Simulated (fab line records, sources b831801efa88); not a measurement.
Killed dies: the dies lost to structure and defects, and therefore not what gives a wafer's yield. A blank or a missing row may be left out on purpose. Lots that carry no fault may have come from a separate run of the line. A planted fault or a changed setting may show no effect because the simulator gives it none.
Struck lot and sound lot, side by side	flow sky130	16 out of 708 route steps
Sound: the wafers L952.1, L952.5, L952.6. Struck: wafers L955.2, L955.3, L955.6. The cause is named last.
Each step with rows lists, per side, the tool, then ch with its chambers, then its first start. Under that, the readings that differ: sound wafers	struck wafers	difference of the means	sigmas: that difference in standard deviations of wafers without a fault.
alike: words and numbers the same on both sides, and readings whose means are apart by under 2 such deviations; not compared: readings that were withheld, readings missing a value for some wafer, numbers with overlapping values and no deviation given by the record, and bounds like >300 which may hide the same value.
The two part at a step that has a row with sigmas, a row that says differs or no value, or rows on one side only. Non-overlapping numbers with no deviation appear without sigmas and do not part them. A reading missing from all wafers of one side parts the sides only when that side holds two or more wafers.

SKY_SD_N_OVL_MEAS_08:
  sound on overlay-02 at day 34 00:53; struck on overlay-02 at day 34 19:20
  alike: SD_N_OVL
then, 2 steps without rows for these wafers: SKY_SD_N_IMPLANT_09; SKY_SD_N_IMPLANT_10.
SKY_SD_N_STRIP_11: strips in O2/N2.
  sound on plasma asher-01 ch 0,1, day 34 01:13; struck on plasma asher-04 ch 0,1, day 34 19:40
  alike: drypump motor current A, oes product au, strip time to endpoint s
  not compared: rf hours counter h
SKY_SD_N_TW_MEAS_12:
  sound on film metro-02 at day 34 01:19; struck on film metro-02 at day 34 19:47
  alike: SD_N_TW
then, 1 step without rows for these wafers: SKY_SD_N_CLEAN_13 (cleans in SC1/SC2, time 150 s).
SKY_SD_N_RTA_14: time 2 s.
  sound on rtp anneal-02 ch 0, day 34 01:26; struck on rtp anneal-01 ch 0, day 34 19:53
  alike: chamber o2 ppm, lamp power pct, wafer_temp_C_max
SKY_SD_N_RS_MEAS_16: the measuring method here is four-point-probe.
  sound on film metro-01 at day 34 01:36; struck on film metro-04 at day 34 20:04
  alike: SD_N_RS
SKY_SD_N_RS_MEAS_17: the measuring method here is four-point-probe.
  sound on film metro-01 at day 34 01:43; struck on film metro-04 at day 34 20:11
  alike: SD_P_RS
SKY_SD_N_RS_MEAS_18: the measuring method here is four-point-probe.
  sound on film metro-01 at day 34 01:50; struck on film metro-04 at day 34 20:19
  alike: RES_XHIGH_RS
then, 1 step without rows for these wafers: SKY_SALICIDE_CLEAN_00 (cleans in HF-last, time 30 s).
SKY_LI_CONTACT_HDPCVD_00: deposits PSG, target thk 930 nm, time 155 s.
  sound on hdpcvd-02 ch 0,1, day 34 01:59; struck on hdpcvd-01 ch 0,2, day 34 20:26
reading	sound	struck	difference	sigmas
model.PSG_of_LI_CONTACT_HDPCVD_00.thk nm (nm)	928.5 930.6 921.8	620.4 614.7 620.8	-308.3	
  alike: pressure mtorr
SKY_LI_CONTACT_THK_MEAS_01:
  sound on film metro-04 at day 34 02:05; struck on film metro-01 at day 34 20:32
reading	sound	struck	difference	sigmas
LI_CONTACT_HDPCVD_THK (nm)	928 930 922	621 615 621	-308	-28
SKY_LI_CONTACT_CMP_02: polishes PSG.
  sound on cmp-02 ch 0,1,2, day 34 02:14; struck on cmp-02 ch 0,1, day 34 20:35
reading	sound	struck	difference	sigmas
time to endpoint s (s)	31.3 31.4 32.2	2.4 0.0 0.8	-30.6	-13
  alike: edge zone pressure frac, motor current A
SKY_LI_CONTACT_BOW_MEAS_03:
  sound on film metro-02 at day 34 02:26; struck on film metro-04 at day 34 20:55
  alike: LI_CONTACT_BOW
then, 1 step without rows for these wafers: SKY_PAD_OPEN_PROBE_99.

## WHERE THEY PART
First at SKY_LI_CONTACT_THK_MEAS_01; last, within this record, at SKY_LI_CONTACT_CMP_02. Later steps at which nothing parts them and some readings are alike: SKY_LI_CONTACT_BOW_MEAS_03.

WHY: the cause the simulator had injected
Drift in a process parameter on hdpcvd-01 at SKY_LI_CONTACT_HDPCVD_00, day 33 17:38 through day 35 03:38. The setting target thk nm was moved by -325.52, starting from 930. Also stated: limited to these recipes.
